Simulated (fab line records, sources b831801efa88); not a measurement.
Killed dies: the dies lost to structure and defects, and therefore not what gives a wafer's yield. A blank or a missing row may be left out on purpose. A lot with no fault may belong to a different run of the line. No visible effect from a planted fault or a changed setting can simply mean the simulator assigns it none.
Chamber matching / flow sky130 / 4 sister chambers for SKY_SPACER_ETCHBACK_02 on rieDiel-03
The step etches Si3N4 in CH3F/O2, stops on SiO2, time 46.7 s, target depth 45 nm. 4 wafers are shown with their chamber, then 7 later ones without.

== WAFERS PAIRED WITH THEIR CHAMBERS ==
wafer=L289.2; chamber=3; drypumpMotorCurrentA (A)=5.1
wafer=L289.4; chamber=0; drypumpMotorCurrentA (A)=5.5
wafer=L295.1; chamber=2; drypumpMotorCurrentA (A)=5.6
wafer=L295.3; chamber=1; drypumpMotorCurrentA (A)=5.2

== WAFERS WITH NO CHAMBER GIVEN ==
wafer=L295.6; drypumpMotorCurrentA (A)=5.5
wafer=L300.1; drypumpMotorCurrentA (A)=5.2
wafer=L300.2; drypumpMotorCurrentA (A)=5.1
wafer=L300.3; drypumpMotorCurrentA (A)=5.7
wafer=L303.1; drypumpMotorCurrentA (A)=5.2
wafer=L303.3; drypumpMotorCurrentA (A)=5.6
wafer=L303.4; drypumpMotorCurrentA (A)=5.1

== EACH ONE'S CHAMBER ==
wafer=L295.6; from the rows above=0; in truth=0
wafer=L300.1; from the rows above=1; in truth=1
wafer=L300.2; from the rows above=3; in truth=3
wafer=L300.3; from the rows above=2; in truth=2
wafer=L303.1; from the rows above=1; in truth=1
wafer=L303.3; from the rows above=2; in truth=2
wafer=L303.4; from the rows above=3; in truth=3
7 of 7 placed correctly. Not placeable from these rows: 0. Number placed wrongly: 0.
How it was worked out, from the rows above alone: a wafer's distance from a chamber is the root of the sum, over the readings, of the square of ((its reading less the chamber's mean) divided by the reading's scatter). The wafer belongs to the nearest chamber; if the next one is less than 2 further off, it can't be placed. Each chamber's mean is taken over the wafers shown for it. The scatter: root of mean squared gap, hidden wafer to nearest shown wafer, with one shown wafer a chamber.
